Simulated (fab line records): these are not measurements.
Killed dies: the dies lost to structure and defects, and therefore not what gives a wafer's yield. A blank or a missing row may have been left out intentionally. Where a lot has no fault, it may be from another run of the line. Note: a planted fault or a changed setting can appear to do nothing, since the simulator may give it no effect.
Split-lot study -- flow sky130 -- 23 wafers read across 5 lots, on a route 708 steps long

ON THE SPLIT
At SKY_FIELD_ISO_OXIDATION_01 (stabilise 600 s, purge 300 s, target thk 12 nm), the setting ox time s was moved away from the recipe's 1843 s on 15 of the 23 wafers read, by +10.2% to +13.1%. For the rest of the wafers, this setting stayed at what the recipe calls for.

There is no step in the file separating the split from the reading.

THE READING
FIELD_ISO_OXIDATION_00_THK in nanometres, read at SKY_FIELD_ISO_THK_MEAS_02. Typical for fault-free wafers on this fab line: 11.93 nm, with standard deviation 0.15 nm.

wafer,"tool, chamber at the split","ox time s as run, s",against the recipe,"FIELD_ISO_OXIDATION_00_THK, nm",against lot-mates on the recipe
L077.2,"-, -",1843,recipe,12.03,-
L077.3,"-, -",1843,recipe,11.71,-
L077.4,"-, -",1843,recipe,11.96,-
L077.5,"-, -",1843,recipe,11.83,-
L077.6,"-, -",1843,recipe,12.04,-
L078.1,"-, -",2084,+13.1%,13.19,no lot-mate on the recipe
L078.2,"-, -",2084,+13.1%,13.01,no lot-mate on the recipe
L078.3,"-, -",2084,+13.1%,12.94,no lot-mate on the recipe
L078.4,"-, -",2084,+13.1%,13.08,no lot-mate on the recipe
L078.5,"-, -",2084,+13.1%,13.01,no lot-mate on the recipe
L080.1,"-, -",2031,+10.2%,12.93,no lot-mate on the recipe
L080.2,"-, -",2031,+10.2%,12.89,no lot-mate on the recipe
L080.4,"-, -",2031,+10.2%,12.80,no lot-mate on the recipe
L080.5,"-, -",2031,+10.2%,12.73,no lot-mate on the recipe
L080.6,"-, -",2031,+10.2%,12.95,no lot-mate on the recipe
L081.1,"-, -",2052,+11.3%,12.91,no lot-mate on the recipe
L081.2,"-, -",2052,+11.3%,13.03,no lot-mate on the recipe
L081.3,"-, -",2052,+11.3%,12.98,no lot-mate on the recipe
L081.5,"-, -",2052,+11.3%,13.11,no lot-mate on the recipe
L081.6,"-, -",2052,+11.3%,12.92,no lot-mate on the recipe
L082.1,"furnace-02, 0",1843,recipe,12.11,-
L082.4,"furnace-02, 0",1843,recipe,12.13,-
L082.5,"furnace-02, 0",1843,recipe,11.83,-

FIT RESULTS
A straight line over all 23 wafers: FIELD_ISO_OXIDATION_00_THK changes by +0.0868 nm for each +1% of ox time s; r = +0.98; the points scatter about the line by 0.12 nm.
Too few moved wafers have a lot-mate on the recipe to fit a line with each lot's own level taken away.

THE WHOLE CHAIN: every reading that the file lists as answering this split, in the file's order
step,what it does,reading,change (the file's fit),r (the file's)
SKY_FIELD_ISO_OXIDATION_01,"stabilise 600 s, purge 300 s, target thk 12 nm","SiO2_of_FIELD_ISO_OXIDATION_01.thk nm (the simulator's own value, which no gauge read)",+0.0872 nm for each +1% of the setting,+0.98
SKY_FIELD_ISO_THK_MEAS_02,,FIELD_ISO_OXIDATION_00_THK,+0.0868 for each +1% of the setting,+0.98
SKY_FIELD_ISO_WET_ETCH_29,"etches Si3N4 in H3PO4, target depth 160 nm, time 1825 s","SiO2_of_FIELD_ISO_OXIDATION_01.thk nm (the simulator's own value, which no gauge read)",+0.0877 nm for each +1% of the setting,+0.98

THE FILE'S OWN FIT
FIELD_ISO_OXIDATION_00_THK changes by +0.0868 nm for each +1% of ox time s, r = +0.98.
